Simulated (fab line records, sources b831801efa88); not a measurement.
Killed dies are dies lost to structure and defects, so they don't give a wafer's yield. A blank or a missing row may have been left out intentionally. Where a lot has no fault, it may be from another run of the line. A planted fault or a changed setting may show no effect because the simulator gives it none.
The tool behind it: which one? + flow sky130 + 24 lots with 72 wafers sampled at 3 steps, on a route of 708 steps

WHAT EACH GAUGE READ, for each wafer
SKY_METAL1_RS_MEAS_05: measurement is done with a four-point probe. Usual: METAL1_ALCU_RS 0.1276 ohm/sq, standard deviation 0.002.
| lot  | measured     | on            | METAL1_ALCU_RS (ohm/sq) | flag |
|------|--------------|---------------|-------------------------|------|
| L074 | day 31 13:53 | film-metro-03 | 0.1310 0.1309 0.1309    |      |
| L075 | day 31 21:32 | film-metro-03 | 0.1277 0.1249 0.1251    |      |
| L076 | day 32 16:10 | film-metro-03 | 0.1284 0.1280 0.1283    |      |
| L077 | day 33 08:08 | film-metro-01 | 0.1246 0.1227 0.1245    |      |
| L078 | day 33 14:20 | film-metro-03 | 0.1281 0.1289 0.1290    |      |
| L080 | day 34 00:55 | film-metro-03 | 0.1276 0.1284 0.1285    |      |
| L079 | day 34 02:00 | film-metro-03 | 0.1275 0.1273 0.1262    |      |
| L081 | day 34 04:53 | film-metro-02 | 0.1288 0.1283 0.1283    |      |
| L082 | day 34 10:26 | film-metro-02 | 0.1303 0.1282 0.1302    |      |
| L083 | day 34 17:11 | film-metro-02 | 0.1279 0.1271 0.1266    |      |
| L085 | day 35 10:39 | film-metro-03 | 0.1271 0.1272 0.1269    |      |
| L084 | day 35 12:05 | film-metro-03 | 0.1280 0.1287 0.1283    |      |
| L086 | day 35 13:49 | film-metro-03 | 0.1278 0.1291 0.1272    |      |
| L087 | day 35 22:07 | film-metro-03 | 0.1263 0.1263 0.1268    |      |
| L088 | day 36 10:56 | film-metro-01 | 0.1251 0.1210 0.1250    |      |
| L089 | day 36 16:07 | film-metro-02 | 0.1294 0.1276 0.1272    |      |
| L090 | day 36 21:36 | film-metro-01 | 0.1218 0.1245 0.1250    |      |
| L091 | day 37 03:17 | film-metro-03 | 0.1312 0.1288 0.1301    |      |
| L092 | day 37 12:52 | film-metro-03 | 0.1292 0.1283 0.1278    |      |
| L093 | day 37 15:38 | film-metro-01 | 0.1286 0.1288 0.1269    |      |
| L094 | day 37 19:15 | film-metro-01 | 0.1274 0.1274 0.1279    |      |
| L095 | day 38 04:32 | film-metro-02 | 0.1285 0.1271 0.1276    |      |
| L096 | day 39 04:08 | film-metro-02 | 0.1302 0.1290 0.1293    |      |
| L097 | day 39 04:47 | film-metro-01 | 0.1254 0.1268 0.1259    |      |

SKY_VIA2_BOW_MEAS_03. Usual: VIA2_BOW 85 um, standard deviation 7.6.
| lot  | measured     | on            | VIA2_BOW (um) | flag |
|------|--------------|---------------|---------------|------|
| L074 | day 35 04:11 | film-metro-03 | 93 83 86      |      |
| L075 | day 35 09:22 | film-metro-04 | 91 97 78      |      |
| L076 | day 36 04:29 | film-metro-01 | 91 84 74      |      |
| L077 | day 36 21:04 | film-metro-01 | 90 78 82      |      |
| L078 | day 37 02:08 | film-metro-01 | 99 103 100    |      |
| L080 | day 37 14:51 | film-metro-01 | 82 87 80      |      |
| L079 | day 37 15:22 | film-metro-04 | 81 86 84      |      |
| L081 | day 37 15:47 | film-metro-04 | 100 107 81    |      |
| L082 | day 37 22:34 | film-metro-04 | 93 84 79      |      |
| L083 | day 38 03:52 | film-metro-01 | 87 76 93      |      |
| L085 | day 38 20:14 | film-metro-04 | 79 70 81      |      |
| L084 | day 38 23:43 | film-metro-03 | 83 92 82      |      |
| L086 | day 39 01:49 | film-metro-03 | 90 84 84      |      |
| L087 | day 39 07:01 | film-metro-04 | 90 85 89      |      |
| L088 | day 39 19:47 | film-metro-03 | 91 79 102     |      |
| L089 | day 40 00:04 | film-metro-03 | 89 81 80      |      |
| L090 | day 40 06:31 | film-metro-03 | 91 86 77      |      |
| L091 | day 40 12:04 | film-metro-01 | 97 83 70      |      |
| L092 | day 40 19:46 | film-metro-04 | 70 83 70      |      |
| L093 | day 40 22:31 | film-metro-03 | 82 82 79      |      |
| L094 | day 41 03:04 | film-metro-04 | 84 92 81      |      |
| L095 | day 41 10:26 | film-metro-03 | 86 76 76      |      |
| L096 | day 42 08:42 | film-metro-01 | 82 76 85      |      |
| L097 | day 42 09:41 | film-metro-04 | 77 79 82      |      |

TOOL THAT RAN EACH LOT (tool first, then ch and the chambers of the sampled wafers, then the start)
| lot  | SKY_METAL1_SPUTTER_00        |
|------|------------------------------|
| L074 | pvd-sputter-03, day 31 13:42 |
| L075 | pvd-sputter-02, day 31 21:23 |
| L076 | pvd-sputter-03, day 32 16:01 |
| L077 | pvd-sputter-02, day 33 07:58 |
| L078 | pvd-sputter-04, day 33 14:10 |
| L080 | pvd-sputter-03, day 34 00:47 |
| L079 | pvd-sputter-04, day 34 01:50 |
| L081 | pvd-sputter-04, day 34 04:44 |
| L082 | pvd-sputter-03, day 34 10:17 |
| L083 | pvd-sputter-03, day 34 17:00 |
| L085 | pvd-sputter-03, day 35 10:29 |
| L084 | pvd-sputter-04, day 35 11:56 |
| L086 | pvd-sputter-03, day 35 13:41 |
| L087 | pvd-sputter-04, day 35 21:57 |
| L088 | pvd-sputter-02, day 36 10:47 |
| L089 | pvd-sputter-03, day 36 15:57 |
| L090 | pvd-sputter-02, day 36 21:28 |
| L091 | pvd-sputter-04, day 37 03:09 |
| L092 | pvd-sputter-04, day 37 12:44 |
| L093 | pvd-sputter-02, day 37 15:27 |
| L094 | pvd-sputter-02, day 37 19:04 |
| L095 | pvd-sputter-04, day 38 04:24 |
| L096 | pvd-sputter-04, day 39 03:59 |
| L097 | pvd-sputter-02, day 39 04:39 |
- SKY_METAL1_SPUTTER_00: material Ti, target thk 15 nm, time 10 s.

WHAT THE TOOLS THEMSELVES READ (means of the sampled wafers that have a number; where no wafer has one, the mark that the record gives instead)
SKY_METAL1_SPUTTER_00. Usual: throttle-valve-pct at 30.5 %, with a standard deviation of 1.1.
| lot  | tool           | throttle-valve-pct (%) | flag |
|------|----------------|------------------------|------|
| L074 | pvd-sputter-03 | 29.7                   |      |
| L075 | pvd-sputter-02 | 29.3                   |      |
| L076 | pvd-sputter-03 | 29.8                   |      |
| L077 | pvd-sputter-02 | 30.4                   |      |
| L078 | pvd-sputter-04 | 31.2                   |      |
| L080 | pvd-sputter-03 | 29.7                   |      |
| L079 | pvd-sputter-04 | 31.2                   |      |
| L081 | pvd-sputter-04 | 31.8                   |      |
| L082 | pvd-sputter-03 | 29.5                   |      |
| L083 | pvd-sputter-03 | 29.8                   |      |
| L085 | pvd-sputter-03 | 29.3                   |      |
| L084 | pvd-sputter-04 | 31.0                   |      |
| L086 | pvd-sputter-03 | 29.9                   |      |
| L087 | pvd-sputter-04 | 30.3                   |      |
| L088 | pvd-sputter-02 | 30.6                   |      |
| L089 | pvd-sputter-03 | 30.0                   |      |
| L090 | pvd-sputter-02 | 30.6                   |      |
| L091 | pvd-sputter-04 | 31.8                   |      |
| L092 | pvd-sputter-04 | 31.1                   |      |
| L093 | pvd-sputter-02 | 30.2                   |      |
| L094 | pvd-sputter-02 | 29.4                   |      |
| L095 | pvd-sputter-04 | 32.2                   |      |
| L096 | pvd-sputter-04 | 31.7                   |      |
| L097 | pvd-sputter-02 | 29.5                   |      |

THE ANSWER, worked out from the rows above alone
Rule: lot off if the mean of its wafers having a number is beyond 3 standard deviations from the usual mean. Also off: a lot with no number at a reading for which 4 or more lots have one. Where the step has rows for the other lots, those lots are counted as sound. The gauges are gone through in route order, then the tools' own readings, and for those a lot's mean is taken as printed above. At the first step where some lot is off, the reading lying furthest off is the one used; lots without a number count as furthest.
Nothing can be told from this: no lot is off at any reading shown.

WHAT THE SIMULATOR HAD PUT IN
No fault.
